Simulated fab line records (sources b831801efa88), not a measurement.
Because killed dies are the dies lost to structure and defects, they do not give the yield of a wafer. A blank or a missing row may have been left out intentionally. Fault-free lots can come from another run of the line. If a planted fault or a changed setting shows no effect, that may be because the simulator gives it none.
A struck lot beside a sound one / flow sky130 / 16 out of 708 route steps
Sound: the wafers L883.2, L883.3, L883.6. The struck wafers were L873.1, L873.2, L873.3. The cause is named last.
At each step with rows: each side's tool, then ch and its chambers, then its first start. Under that, the readings that differ: sound wafers / struck wafers / difference of the means / sigmas: that difference in standard deviations of wafers without a fault.
alike: readings whose means differ by less than 2 such deviations, and words and numbers that are the same on both sides. not compared: withheld readings, readings that some wafer has no value for, bounds like >300 that may hide the same value, and numbers for which the record gives no deviation and whose values overlap.
A row with sigmas, a row that says differs or no value, or rows on one side alone: a step with any of these is where the two part. Numbers that have no deviation but don't overlap get no sigmas and don't part them. Lack of a reading on every wafer of one side parts them only where that side has two or more wafers.

SKY_POLY_CUT_ETCH_10: etches BARC in N2/H2, stops on SiO2, time 45.9 s, target depth 60 nm.
  sound on rie-diel-03 ch 0,2,3, day 30 09:44; struck on rie-diel-01 ch 0,1,3, day 27 04:29
  alike: drypump-motor-current-A, h2-flow-sccm, oes-product-au, throttle-valve-pct
  not compared: rf-hours-counter-h
SKY_POLY_CUT_ETCH_11: etches Si3N4 in CF4/CH2F2/Ar, stops on poly-Si, time 42.5 s, target depth 60 nm.
  sound on rie-diel-03 ch 0,2,3, day 30 09:47; struck on rie-diel-01 ch 0,1,3, day 27 04:32
  alike: drypump-motor-current-A, oes-product-au, throttle-valve-pct
  not compared: rf-hours-counter-h
SKY_POLY_CUT_STRIP_12: strips in O2/N2.
  sound on plasma-asher-01 ch 0,1, day 30 09:50; struck on plasma-asher-03 ch 0,1, day 27 04:35
reading=strip-time-to-endpoint-s (s); sound=5.380 5.361 5.345; struck=5.338 5.321 5.323; difference=-0.035; sigmas=-2
  alike: drypump-motor-current-A, o2-flow-sccm, oes-product-au
  not compared: rf-hours-counter-h
then, 7 steps without rows for these wafers: SKY_SD_P_DEHYDRATE_00 (time 60 s); SKY_SD_P_HMDS_01 (prime time 60 s); SKY_SD_P_COAT_02 (resist thk 1140 nm); SKY_SD_P_SOFTBAKE_03 (time 60 s); SKY_SD_P_EXPOSE_04 (exposes mask PSDM, target cd 380 nm); SKY_SD_P_PEB_05; SKY_SD_P_DEVELOP_06 (develop time 60 s).
SKY_SD_P_CD_MEAS_07: the cd target is 380 nm.
  sound on cd-sem-01 at day 31 13:50; struck on cd-sem-02 at day 28 09:22
  alike: cd-nm
SKY_SD_P_OVL_MEAS_08:
  sound on overlay-01 at day 31 13:56; struck on overlay-02 at day 28 09:29
reading=SD_P_OVL (nm); sound=-0.4 -0.7 -0.1; struck=2.7 3.4 4.1; difference=+3.8; sigmas=+3
SKY_SD_P_IMPLANT_09:
  sound on implanter-01 ch 0, day 31 13:59; struck on implanter-02 ch 0, day 28 09:31
  alike: end-station-pressure-torr, faraday-current-uA
SKY_SD_P_STRIP_10: strips in O2/N2.
  sound on plasma-asher-02 ch 0,1, day 31 14:07; struck on plasma-asher-02 ch 0,1, day 28 09:40
reading=strip-time-to-endpoint-s (s); sound=17.46 17.48 17.45; struck=17.33 17.34 17.27; difference=-0.15; sigmas=-5
  alike: drypump-motor-current-A, o2-flow-sccm, oes-product-au
  not compared: rf-hours-counter-h
SKY_SD_P_TW_MEAS_11:
  sound on film-metro-03 at day 31 14:13; struck on film-metro-04 at day 28 09:46
  alike: SD_P_TW
-- record jumps: 20 days separate the struck wafers' starts on either side; left off in module SD_P, taken up again in module PAD_OPEN, whose first shown step is the route's number 708 --
SKY_PAD_OPEN_PROBE_99:
  sound on prober-01 at day 50 07:14; struck on prober-01 at day 48 05:21
reading=model.etest.res-high-po.rs-ohm-sq-range; sound=10.85 11.04 13.03; struck=56.63 59.44 58.45; difference=+46.53; sigmas=
reading=model.etest.res-pdiff.rs-ohm-sq-range; sound=4.421 6.708 7.814; struck=17.74 18.38 21.78; difference=+12.99; sigmas=
reading=model.etest.res-high-po.rs-ohm-sq-rim-less-centre; sound=7.922 7.927 6.747; struck=20.23 22.08 21.88; difference=+13.86; sigmas=
  alike: killed_at_M0_to_M3, killed_at_M4_up, killed-at-contacts, killed-at-front-end, killed-at-other, killed-dies, killed-open, killed-short
  not compared: model.etest.pfet_01v8.drive-ua-um-range

== WHERE THEY PART ==
Earliest at SKY_POLY_CUT_STRIP_12; latest, in this record, at SKY_SD_P_STRIP_10. Later steps at which nothing parts them and some readings are alike: SKY_SD_P_TW_MEAS_11, SKY_PAD_OPEN_PROBE_99.

WHY: whatever the simulator had introduced
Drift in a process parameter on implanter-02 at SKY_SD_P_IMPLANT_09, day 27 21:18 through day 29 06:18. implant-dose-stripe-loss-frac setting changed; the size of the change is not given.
